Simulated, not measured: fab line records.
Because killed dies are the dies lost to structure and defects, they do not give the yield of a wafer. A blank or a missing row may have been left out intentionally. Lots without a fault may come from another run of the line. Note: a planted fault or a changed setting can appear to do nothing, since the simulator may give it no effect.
fab line records | flow sky130
record: lots: 12 wafers: 36 lastDay: 49
route steps=708 shown VT_ADJUST_LVTN@117 SONOS_ONO@169 GATE_OXIDE@198 RES_PROTECT@215 PAD_OPEN@708
lots that met no fault: from a run of the same line without faults
startH: the number of hours between the record's first day and the start of the first shown wafer of the lot | waitH: time in hours since the lot's previous step | " same as the row above | L1.1+2: several wafers, shown together as one row | - either no value or no given start | * or withheld: withheld | < > ~ a bound
route shown NAME@n: NAME is a module with steps in the file, n the number in the route of the first one | usual: mean/standard deviation of fault-free wafers | same: alike in all rows | chamber/n: place in a boat | sites: the reading at each site | _std_site: the values' standard deviation | _edge_site: mean of outer sites minus mean of inner sites | radiusMm: how far each site lies from the wafer's centre | mask NAME#n: copy n | behind: the tool/chamber that last shaped the wafer | hold: cause of the lot's hold/its duration in hours/its outcome | device: whichever transistor did not switch (one of n, p or np) | end of line: at the end of the route, the tests of the same wafers | where a step has no rows: the recipe by itself | killed: the dies lost at the first sort to structure and to defects; this is not the yield of the wafer | map: per-die view of a wafer (x killed, . not killed, _ where there is no die)
set.NAME: setting as actually run; set.NAME@STEP: the setting as run at that earlier step | model.NAME: the simulator's own value behind a step, which no gauge read
steps of the route over a sample of lots; a table a step, a row a wafer
services: a tool's chamber out of use, with start hour (startH, from the record's first day; less than 0 if before it), hours out, and reason
== steps ==
step: SKY_VT_ADJUST_LVTN_STRIP_20
recipe: chemistry: O2/N2 powerW: 1400 pressureMtorr: 1500 platenTempC: withheld o2FlowSccm: 3000 n2FlowSccm: 300 overashFraction: 0.5
usual: drypumpMotorCurrentA: 5.5/0.33 oesProductAu: 0.715/0.0049 stripTimeToEndpointS: 14.18/0.039
columns lot.wafer tool chamber startH waitH drypumpMotorCurrentA oesProductAu rfHoursCounterH stripTimeToEndpointS
L340.1 plasmaAsher-02 0 156.32 0.1 5.6 0.719 4 14.23
L340.4 " 1 " " 5.2 0.720 - 14.18
L340.6 " 1 " " 5.2 0.725 - 14.19
L343.1 plasmaAsher-03 0 185.32 0.1 5.0 0.716 37 14.13
L343.3 " 1 " " 5.9 0.710 - 14.17
L343.6 " 1 " " 5.9 0.715 - 14.16
L344.3 plasmaAsher-01 0 193.69 0.1 5.7 0.715 - 14.14
L344.4 " 1 " " 5.6 0.716 - 14.09
L344.6 " 0 " " 5.7 0.713 - 14.08
L345.1 plasmaAsher-01 0 197.84 0.1 5.7 0.720 48 14.17
L345.3 " 1 " " 5.6 0.723 - 14.17
L345.4 " 0 " " 5.7 0.711 - 14.19
L346.2 plasmaAsher-03 0 205.61 0.1 5.1 0.723 39 14.19
L346.3 " 0 " " 5.1 0.716 - 14.15
L346.4 " 1 " " 5.9 0.726 - 14.17
L347.4 plasmaAsher-01 1 206.22 0.1 5.6 0.716 - 14.20
L347.5 " 0 " " 5.7 0.710 - 14.19
L347.6 " 1 " " 5.6 0.714 - 14.22
L348.1 plasmaAsher-02 1 215.44 0.1 5.3 0.712 8 14.18
L348.2 " 0 " " 5.7 0.722 8 14.13
L348.4 " 1 " " 5.3 0.719 - 14.14
L349.2 plasmaAsher-02 1 223.09 0.1 5.3 0.714 9 14.11
L349.5 " 1 " " 5.2 0.720 - 14.11
L349.6 " 0 " " 5.6 0.708 - 14.10
L351.1 plasmaAsher-03 0 241.82 0.1 5.0 0.719 43 14.20
L351.3 " 1 " " 5.9 0.715 - 14.22
L351.4 " 0 " " 5.1 0.717 - 14.20
L358.3 plasmaAsher-03 1 286.91 0.1 5.9 0.715 - 14.15
L358.4 " 0 " " 5.1 0.720 - 14.20
L358.6 " 1 " " 5.9 0.720 - 14.21
L359.1 plasmaAsher-01 0 289.92 0.1 5.7 0.726 55 14.14
L359.2 " 1 " " 5.6 0.714 55 14.21
L359.4 " 0 " " 5.7 0.710 - 14.15
L360.1 plasmaAsher-02 0 295.67 0.1 5.6 0.712 17 14.13
L360.2 " 1 " " 5.2 0.719 17 14.18
L360.4 " 1 " " 5.2 0.706 - 14.20
step: SKY_SONOS_ONO_THK_MEAS_01
recipe: reads: SiO2_of_SONOS_ONO_OXIDATION_00
usual: SONOS_ONO_OXIDATION_THK: 2.58/0.06
columns lot.wafer tool chamber startH waitH SONOS_ONO_OXIDATION_THK[nm]
L340.1 filmMetro-03 - 244.59 0.0 2.57
L340.4 " - " " 2.44
L340.6 " - " " 2.52
L343.1 filmMetro-03 - 278.86 0.0 2.60
L343.3 " - " " 2.58
L343.6 " - " " 2.62
L344.3 filmMetro-01 - 287.77 0.0 2.50
L344.4 " - " " 2.54
L344.6 " - " " 2.52
L345.1 filmMetro-03 - 293.72 0.0 2.57
L345.3 " - " " 2.60
L345.4 " - " " 2.65
L346.2 filmMetro-01 - 302.35 0.0 2.59
L346.3 " - " " 2.51
L346.4 " - " " 2.49
L347.4 filmMetro-01 - 303.72 0.0 2.49
L347.5 " - " " 2.53
L347.6 " - " " 2.48
L348.1 filmMetro-04 - 313.83 0.0 2.61
L348.2 " - " " 2.59
L348.4 " - " " 2.55
L349.2 filmMetro-03 - 321.67 0.0 2.58
L349.5 " - " " 2.60
L349.6 " - " " 2.63
L351.1 filmMetro-04 - 345.16 0.0 2.66
L351.3 " - " " 2.56
L351.4 " - " " 2.55
L358.3 filmMetro-01 - 398.00 0.0 2.54
L358.4 " - " " 2.60
L358.6 " - " " 2.57
L359.1 filmMetro-03 - 400.69 0.0 2.56
L359.2 " - " " 2.62
L359.4 " - " " 2.57
L360.1 filmMetro-03 - 405.65 0.0 2.58
L360.2 " - " " 2.54
L360.4 " - " " 2.60
step: SKY_GATE_OXIDE_IMPLANT_11
recipe: species: B energyKev: 10 doseCm2: 2.6e+12 tiltDeg: withheld
usual: faradayCurrentUA: 14.65/0.26
columns lot.wafer tool chamber startH waitH faradayCurrentUA
L340.1 implanter-03 0 297.74 0.0 14.49
L340.4 " 0 " " 14.20
L340.6 " 0 " " 14.52
L343.1 implanter-01 0 338.79 1.5 14.74
L343.3 " 0 " " 14.63
L343.6 " 0 " " 14.51
L344.3 implanter-01 0 345.54 0.1 14.45
L344.4 " 0 " " 14.79
L344.6 " 0 " " 14.62
L345.1 implanter-01 0 351.80 0.3 14.65
L345.3 " 0 " " 15.23
L345.4 " 0 " " 14.44
L346.2 implanter-03 0 361.56 0.0 15.07
L346.3 " 0 " " 14.37
L346.4 " 0 " " 14.65
L347.4 implanter-04 0 362.91 0.1 14.90
L347.5 " 0 " " 14.86
L347.6 " 0 " " 14.90
L348.1 implanter-04 0 374.11 0.0 14.83
L348.2 " 0 " " 14.55
L348.4 " 0 " " 14.37
L349.2 implanter-04 0 382.13 0.0 15.14
L349.5 " 0 " " 14.24
L349.6 " 0 " " 14.43
L351.1 implanter-04 0 408.51 0.0 14.82
L351.3 " 0 " " 14.35
L351.4 " 0 " " 14.86
L358.3 implanter-04 0 464.89 0.1 14.60
L358.4 " 0 " " 14.42
L358.6 " 0 " " 14.48
L359.1 implanter-04 0 468.86 0.0 14.52
L359.2 " 0 " " 14.38
L359.4 " 0 " " 14.42
L359.1 implanter-04 0 469.17 0.3 14.43
L359.2 " 0 " " 14.79
L359.4 " 0 " " 14.59
L360.1 implanter-04 0 474.91 0.0 15.09
L360.2 " 0 " " 14.31
L360.4 " 0 " " 14.87
L360.1 implanter-04 0 475.22 0.3 14.86
L360.2 " 0 " " 14.97
L360.4 " 0 " " 14.05
step: SKY_GATE_OXIDE_TW_MEAS_14
usual: GATE_OXIDE_TW: 223.3/1.6
columns lot.wafer tool chamber startH waitH GATE_OXIDE_TW
L340.1 filmMetro-03 - 298.10 0.1 224.4
L340.4 " - " " 223.7
L340.6 " - " " 224.1
L343.1 filmMetro-01 - 339.14 0.1 222.9
L343.3 " - " " 223.2
L343.6 " - " " 223.9
L344.3 filmMetro-03 - 345.87 0.1 226.1
L344.4 " - " " 223.9
L344.6 " - " " 225.2
L345.1 filmMetro-03 - 352.25 0.1 226.1
L345.3 " - " " 225.3
L345.4 " - " " 226.7
L346.2 filmMetro-02 - 361.90 0.1 221.6
L346.3 " - " " 220.3
L346.4 " - " " 219.7
L347.4 filmMetro-03 - 363.22 0.1 222.0
L347.5 " - " " 223.5
L347.6 " - " " 223.7
L348.1 filmMetro-03 - 374.46 0.1 224.2
L348.2 " - " " 222.4
L348.4 " - " " 225.2
L349.2 filmMetro-03 - 382.47 0.1 224.3
L349.5 " - " " 224.4
L349.6 " - " " 224.1
L351.1 filmMetro-02 - 408.87 0.1 220.5
L351.3 " - " " 220.1
L351.4 " - " " 220.4
L358.3 filmMetro-01 - 465.21 0.1 223.8
L358.4 " - " " 223.4
L358.6 " - " " 222.8
L359.1 filmMetro-02 - 469.53 0.1 269.2
L359.2 " - " " 268.9
L359.4 " - " " 270.3
L359.1 filmMetro-02 - 469.76 0.2 270.9
L359.2 " - " " 270.4
L359.4 " - " " 271.5
L360.1 filmMetro-03 - 475.57 0.1 276.4
L360.2 " - " " 275.7
L360.4 " - " " 275.2
L360.1 filmMetro-03 - 475.80 0.2 275.5
L360.2 " - " " 276.5
L360.4 " - " " 274.8
step: SKY_RES_PROTECT_TW_MEAS_08
usual: POLY_GATE_TW: 4023/46
columns lot.wafer tool chamber startH waitH POLY_GATE_TW
L340.1 filmMetro-04 - 327.14 0.1 4061
L340.4 " - " " 4086
L340.6 " - " " 4087
L343.1 filmMetro-02 - 369.29 0.1 3973
L343.3 " - " " 3985
L343.6 " - " " 3983
L344.3 filmMetro-02 - 377.16 0.1 3945
L344.4 " - " " 3976
L344.6 " - " " 3978
L345.1 filmMetro-02 - 385.17 0.1 4021
L345.3 " - " " 4031
L345.4 " - " " 4015
L346.2 filmMetro-02 - 392.45 0.1 4008
L346.3 " - " " 4015
L346.4 " - " " 4014
L347.4 filmMetro-04 - 395.97 0.1 4044
L347.5 " - " " 4081
L347.6 " - " " 4073
L348.1 filmMetro-02 - 407.99 0.1 3994
L348.2 " - " " 3954
L348.4 " - " " 3954
L349.2 filmMetro-02 - 414.40 0.1 3958
L349.5 " - " " 3964
L349.6 " - " " 3990
L351.1 filmMetro-02 - 442.37 0.1 3960
L351.3 " - " " 3969
L351.4 " - " " 3949
L358.3 filmMetro-03 - 498.69 0.1 4052
L358.4 " - " " 4037
L358.6 " - " " 4051
L359.1 filmMetro-03 - 503.07 0.1 4047
L359.2 " - " " 4040
L359.4 " - " " 4020
L360.1 filmMetro-04 - 514.39 0.1 4088
L360.2 " - " " 4081
L360.4 " - " " 4082
step: SKY_PAD_OPEN_PROBE_99
usual: killed_at_M0_to_M3: 45/7.1 killed_at_M4_up: 3.0/1.8 killedAtContacts: 24/5.4 killedAtFrontEnd: 16/4.9 killedAtOther: 0.3/0.63 killedDies: 88/11 killedOpen: 47/7.4 killedShort: 40/7
same: grossDies: 492 killedAtBackSide: 0
columns lot.wafer tool chamber startH waitH killed_at_M0_to_M3 killed_at_M4_up killedAtContacts killedAtFrontEnd killedAtOther killedDies killedOpen killedShort
L359.4 prober-02 - 1182.35 0.2 38 2 36 20 2 98 53 44
killed by level:class
L359.4 CONTACT:geometricParticle:open=16 VIA1:geometricParticle:open=8 METAL2:geometricParticle:short=7 CONTACT:geometricParticle:short=6 LI_CONTACT:geometricParticle:open=6 FIELD_ISO:geometricParticle:short=5 LOCAL_INTERCONNECT:geometricParticle:short=5 METAL1:geometricParticle:short=5
== services ==
columns tool chamber startH hours kind
implanter-01 - 137.58 2.9 pm
plasmaAsher-03 - 172.73 1.1 repair
plasmaAsher-02 - 180.17 11.2 repair
implanter-01 - 183.91 4.0 repair
plasmaAsher-02 - 192.33 2.3 repair
plasmaAsher-01 - 237.31 25.0 pm
implanter-04 - 243.40 2.1 pm
implanter-01 - 252.29 2.4 repair
implanter-01 - 256.48 1.1 repair
implanter-03 - 256.65 2.2 repair
plasmaAsher-02 - 285.86 2.8 pm
implanter-03 - 287.08 3.8 pm
implanter-03 - 301.97 47.4 repair
implanter-04 - 332.71 28.8 pm
implanter-01 - 335.64 3.1 repair
implanter-03 - 349.07 3.7 repair
implanter-01 - 371.80 1.2 repair
implanter-04 - 412.58 3.7 repair
implanter-03 - 420.10 2.9 pm
plasmaAsher-01 - 421.25 9.0 pm
implanter-04 - 427.46 15.0 repair
implanter-03 - 443.89 3.8 pm
plasmaAsher-01 - 450.28 7.5 repair
implanter-04 - 455.88 4.3 pm
== key ==
firstSign: step: SKY_GATE_OXIDE_IMPLANT_11 reading: visit direction: added
effect: step: SKY_GATE_OXIDE_TW_MEAS_14 reading: visit direction: added
effect: step: SKY_GATE_OXIDE_TW_MEAS_14 reading: GATE_OXIDE_TW direction: up sigmas: 31 usual: 223.3 struck: 272.6
metAt SKY_GATE_OXIDE_IMPLANT_11
struckLots L359,L360
testerLeftOut L359,L360
notActingAt SKY_VT_ADJUST_LVTN_STRIP_20,SKY_SONOS_ONO_THK_MEAS_01,SKY_RES_PROTECT_TW_MEAS_08
fault: kind: repeatedStepWhole tool: implanter-01,implanter-03,implanter-04 chamber: - onsetH: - steps: SKY_GATE_OXIDE_IMPLANT_11 times: 1 scope: struckLotsOnly
testerLeftOut: of these lots the tester's yield and bins aren't shown, on N5 and GAA mostly nor the transistor test; their killed dies are dies lost to structure and defects alone, not to doping, threshold or leakage, so they don't give the yield
